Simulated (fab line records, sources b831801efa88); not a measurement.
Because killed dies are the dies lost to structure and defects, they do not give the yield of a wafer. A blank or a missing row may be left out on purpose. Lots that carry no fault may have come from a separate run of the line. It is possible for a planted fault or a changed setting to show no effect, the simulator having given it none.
Which tool did it?	flow gf180mcu	10 lots with 30 wafers sampled at 2 steps, on a route of 602 steps

WHAT THE GAUGES SHOWED, per wafer
GF_M2_RS_MEAS_05: measurement is done with a four-point probe.
lot	measured	on	M2_ALCU_RS (ohm/sq)
L142	day 19 15:24	film-metro-04	0.0698 0.0697 0.0697
L143	day 19 23:38	film-metro-04	0.0700 0.0700 0.0696
L145	day 20 18:46	film-metro-03	0.0688 0.0697 0.0703
L147	day 21 06:21	film-metro-04	0.0695 0.0692 0.0696
L148	day 21 22:06	film-metro-03	0.0692 0.0701 0.0696
L152	day 23 05:31	film-metro-03	0.0719 0.0722 0.0712
L153	day 23 14:06	film-metro-04	0.0694 0.0698 0.0867 0.0693 0.0698 0.0868
L154	day 23 22:43	film-metro-03	0.0690 0.0871 0.0687 0.0691 0.0870 0.0686
L161	day 26 08:27	film-metro-04	0.0702 0.0701 0.0697
L162	day 26 17:37	film-metro-03	0.0706 0.0715 0.0709

TOOL THAT RAN EACH LOT (tool first, then ch and the chambers of the sampled wafers, then the start)
lot	GF_M2_SPUTTER_02
L142	pvd-sputter-01, day 19 15:15
L143	pvd-sputter-03, day 19 23:32
L145	pvd-sputter-04, day 20 18:39
L147	pvd-sputter-04, day 21 06:13
L148	pvd-sputter-04, day 21 21:59
L152	pvd-sputter-01, day 23 05:25
L153	pvd-sputter-04, day 23 13:59
L154	pvd-sputter-04, day 23 22:37
L161	pvd-sputter-01, day 26 08:20
L162	pvd-sputter-03, day 26 17:31
- GF_M2_SPUTTER_02: material AlCu, target thk 450 nm, time 23.9 s.

THE ANSWER, worked out from the rows above alone
Rule: usual is defined by the lots themselves. Put in order of their means at a reading, lots are off if they are a third of the lots or fewer, leave a main group of 4 or more, and stand apart from it by a gap of 3 or more times the standard deviation of the main group's means; of several such gaps the widest counts. Not used: any main group whose means are identical at the precision the tables above print for the reading. Also off: a lot with no number at a reading for which 4 or more lots have one. Any other lot the step has rows for is counted as sound.
Off: L153, L154, at GF_M2_RS_MEAS_05 (M2_ALCU_RS). Mean 0.0701 ohm/sq and standard deviation 0.00077 in the main group.
If a tool, at a process step before that reading, ran all the lots that are off and no sound lot after the first of them, it fits. Those tools and the gauges at GF_M2_RS_MEAS_05 are tried in the same way. One fits: pvd-sputter-04 at GF_M2_SPUTTER_02. Its last sound lot is L148 (day 21 21:59), its first lot that is off L153 (day 23 13:59): a fault that began between those two fits.

WHAT THE SIMULATOR PUT IN
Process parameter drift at GF_M2_SPUTTER_02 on pvd-sputter-04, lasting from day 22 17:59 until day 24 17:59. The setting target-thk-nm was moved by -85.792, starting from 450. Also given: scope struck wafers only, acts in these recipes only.
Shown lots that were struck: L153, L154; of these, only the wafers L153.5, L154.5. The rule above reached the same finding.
